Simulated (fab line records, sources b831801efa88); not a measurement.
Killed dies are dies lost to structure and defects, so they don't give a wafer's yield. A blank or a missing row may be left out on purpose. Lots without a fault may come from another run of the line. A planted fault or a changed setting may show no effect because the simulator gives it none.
One fault seen from 2 desks | flow gf180mcu | each desk has only its own numbers; what lay behind them comes last

THE METROLOGY DESK
What the gauges read, lot by lot, whatever tool the lot ran on: means of the sampled wafers that have a number. A lot is out of limits, marked OUT, if its mean lies more than 4 standard deviations from the usual mean; the brackets give that distance.
Columns: A = V4_CVD_00_THK at GF_V4_THK_MEAS_01, usual 598 nm
lot  | first seen here | A
L740 | day 23 17:15    | 601
L741 | day 23 21:37    | 594
L742 | day 24 09:26    | 598
L743 | day 24 13:33    | 596
L750 | day 27 09:35    | 601
L753 | day 28 20:04    | 598
L755 | day 28 21:07    | 598
L757 | day 29 09:49    | 594
L759 | day 29 18:53    | 601
L762 | day 30 15:58    | 600
L763 | day 30 22:41    | 601
This desk's finding: nothing out of limits on any of the 11 lots.

THE TOOL OWNER'S DESK: rie_metal-02
The tool's own readings at GF_M4_METAL_ETCH_16 (etches the open film in Cl2/BCl3, stops on SiO2, target depth 750.8 nm, time 125.1 s): means of the sampled wafers that have a number, for each lot that ran on this tool. A lot is out of limits, marked OUT, if its mean lies more than 4 standard deviations from the usual mean; the brackets give that distance.
Columns: A = drypump_motor_current_A at GF_M4_METAL_ETCH_16, usual 5.26 A; B = oes_product_au at GF_M4_METAL_ETCH_16, usual 0.986 a.u.; C = throttle_valve_pct at GF_M4_METAL_ETCH_16, usual 28.234 %
lot  | first seen here | A    | B     | C
L742 | day 24 08:41    | 5.09 | 0.990 | 28.240
L750 | day 27 08:48    | 5.09 | 0.996 | 28.225
L762 | day 30 15:13    | 4.96 | 0.989 | 28.232
This desk's finding: nothing out of limits on any of the 3 lots.

PUT TOGETHER
The metrology desk saw nothing out of limits.
The tool owner's desk saw nothing out of limits.

WHAT THE SIMULATOR HAD PUT IN
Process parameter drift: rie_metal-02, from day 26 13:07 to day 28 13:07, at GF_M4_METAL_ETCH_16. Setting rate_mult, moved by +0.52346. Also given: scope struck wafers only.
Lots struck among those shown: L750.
